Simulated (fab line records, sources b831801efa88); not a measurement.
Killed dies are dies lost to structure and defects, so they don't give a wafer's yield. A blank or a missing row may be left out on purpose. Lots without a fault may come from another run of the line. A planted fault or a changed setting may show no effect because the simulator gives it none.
Problem report in the 8D (eight disciplines) form, filled by code | flow gf180mcu | the parts of the form that need people (team, actions taken, sign-off) are left out

1. THE PROBLEM
strip_time_to_endpoint_s at GF_NWELL_STRIP_10 reads a mean of 23.99 s on 9 wafers of 3 lots; wafers without a fault read 36.96 s with a standard deviation of 0.082. That is -99 or more standard deviations from the usual mean.
The step: strips in O2/N2.
First seen on wafer L467.1, day 4 15:25, on plasma_asher-01. The record holds 39 wafers of 13 lots with a number at this step. Rule for "out", or "out of limits": more than 4 standard deviations from the usual mean. The other wafers with a number count as sound.

2. WHAT IT IS AND WHAT IT IS NOT
question                    | is                               | is not
which readings at this step | strip_time_to_endpoint_s         | drypump_motor_current_A, heater_power_w
which lots                  | L467, L471, L474                 | L461, L465, L466, L468, L469, L477, L480, L482, L483, L484
which wafers of those lots  | all that have a number           | -
read on which tools         | plasma_asher-01, plasma_asher-03 | plasma_asher-04
when                        | from day 4 15:25                 | up to then (9 sound wafers); but 21 sound wafers of L468, L469, L477, L480, L482, L483, L484 came after

3. SUSPECTS, AND WHAT RULES EACH OUT
Counting: a tool at a process step up to the reading stays a suspect if it ran every lot that is out and no sound lot after the first of them.
- litho_track-04 at GF_NWELL_COAT_02 (resist thk 3000 nm): ruled out as a lasting fault. Sound lots L484 ran on it after its first lot that is out, L467 (day 4 08:05).
Left after counting: nothing in the record.

4. THE CAUSE (what the simulator had put in)
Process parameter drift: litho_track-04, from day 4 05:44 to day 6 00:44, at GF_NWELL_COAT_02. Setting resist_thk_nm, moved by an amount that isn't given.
Counting ruled it out, wrongly: the rule takes a fault to strike every lot that its tool runs from its start on, and this one did not.

5. THE CHAIN OF EFFECTS, in route order
Each row: a reading whose mean over the struck wafers that have a number lies more than 3 standard deviations from the usual. Only readings for which the record gives a usual standard deviation are gone through. hours: the time from each lot's start at the first step in this table that gives one to its start at this step, as a median over the lots. sigmas: the change in usual standard deviations.
hours | step              | reading                  | usual   | on struck wafers | change | sigmas
0     | GF_NWELL_STRIP_10 | strip_time_to_endpoint_s | 36.96 s | 23.99            | -12.97 | -99 or more
The process steps in it:
- GF_NWELL_STRIP_10: strips in O2/N2.
Later measuring or inspecting steps at which every struck wafer that the step has a row for has a number for every such reading, and none has moved that far: GF_M2_RS_MEAS_05, GF_M2_THK_MEAS_06, GF_M3_RS_MEAS_05.

6. WHAT WOULD HAVE CAUGHT IT SOONER
In this record the first reading out of limits was taken at day 4 15:25, 10 hours after the fault began at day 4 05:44.
Of the tool readings at GF_NWELL_COAT_02 for which the record gives a usual standard deviation, none was out on any struck wafer, so an alarm limit of 4 standard deviations on them would not have fired.
